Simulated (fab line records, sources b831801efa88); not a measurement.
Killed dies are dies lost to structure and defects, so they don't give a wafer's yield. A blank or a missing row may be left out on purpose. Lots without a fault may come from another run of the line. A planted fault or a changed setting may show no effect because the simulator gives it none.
Which tool did it? | flow sky130 | 12 lots, 36 wafers sampled, at 2 steps of a route of 708

WHAT THE GAUGES READ, wafer by wafer
SKY_METAL4_CD_MEAS_13: target cd 300 nm. Usual: cd_nm 299.9 nm, standard deviation 1.2.
lot  | measured     | on        | cd_nm (nm)        | flag
L323 | day 42 01:40 | cd_sem-01 | 299.1 299.2 298.8 |
L324 | day 42 10:02 | cd_sem-02 | 301.9 300.5 300.1 |
L325 | day 42 19:53 | cd_sem-01 | 301.0 299.7 300.3 |
L327 | day 43 09:41 | cd_sem-01 | 299.5 302.1 299.9 |
L328 | day 43 17:11 | cd_sem-02 | 299.3 298.7 298.8 |
L332 | day 44 19:37 | cd_sem-01 | 297.9 300.5 300.5 |
L334 | day 45 13:13 | cd_sem-02 | 300.3 301.0 301.4 |
L336 | day 46 05:42 | cd_sem-02 | 300.8 299.7 300.8 |
L338 | day 46 06:23 | cd_sem-01 | 301.0 302.2 300.1 |
L341 | day 47 01:47 | cd_sem-01 | 299.7 298.6 299.2 |
L342 | day 47 08:37 | cd_sem-02 | 299.7 301.2 300.0 |
L343 | day 47 14:40 | cd_sem-01 | 300.0 297.0 301.0 |

SKY_METAL4_OVL_MEAS_14. Usual: METAL4_OVL 2 nm, standard deviation 5.5.
lot  | measured     | on         | METAL4_OVL (nm) | flag
L323 | day 42 01:47 | overlay-02 | 4 3 -2          |
L324 | day 42 10:09 | overlay-01 | -1 -4 3         |
L325 | day 42 19:59 | overlay-02 | -5 -6 -8        |
L327 | day 43 09:47 | overlay-01 | 0 4 4           |
L328 | day 43 17:17 | overlay-02 | -3 2 -1         |
L332 | day 44 19:43 | overlay-02 | 6 -1 5          |
L334 | day 45 13:18 | overlay-01 | 1 10 4          |
L336 | day 46 05:48 | overlay-01 | -1 3 1          |
L338 | day 46 06:30 | overlay-01 | -3 -5 -2        |
L341 | day 47 01:53 | overlay-01 | 6 13 4          |
L342 | day 47 08:42 | overlay-02 | 6 -2 -2         |
L343 | day 47 14:47 | overlay-02 | 5 5 6           |

WHICH TOOL RAN EACH LOT (tool, then ch and the chambers of the sampled wafers, then the start)
The record holds no process step before these readings.

WHAT THE TOOLS THEMSELVES READ (means of the sampled wafers that have a number; where no wafer has one, the mark that the record gives instead)
The record holds no such reading with a usual standard deviation.

THE ANSWER, worked out from the rows above alone
Rule: a lot is off if the mean of its wafers that have a number lies more than 3 standard deviations from the usual mean. A lot without any number at a reading at which 4 lots or more have one is off too. The other lots that the step has rows for count as sound. The gauges are gone through in route order, then the tools' own readings, and for those a lot's mean is taken as printed above. The first step at which some lot is off is used, and at that step the reading that is off furthest; a lot without a number counts as furthest.
No lot is off at any reading shown: from this, nothing can be told.

WHAT THE SIMULATOR HAD PUT IN
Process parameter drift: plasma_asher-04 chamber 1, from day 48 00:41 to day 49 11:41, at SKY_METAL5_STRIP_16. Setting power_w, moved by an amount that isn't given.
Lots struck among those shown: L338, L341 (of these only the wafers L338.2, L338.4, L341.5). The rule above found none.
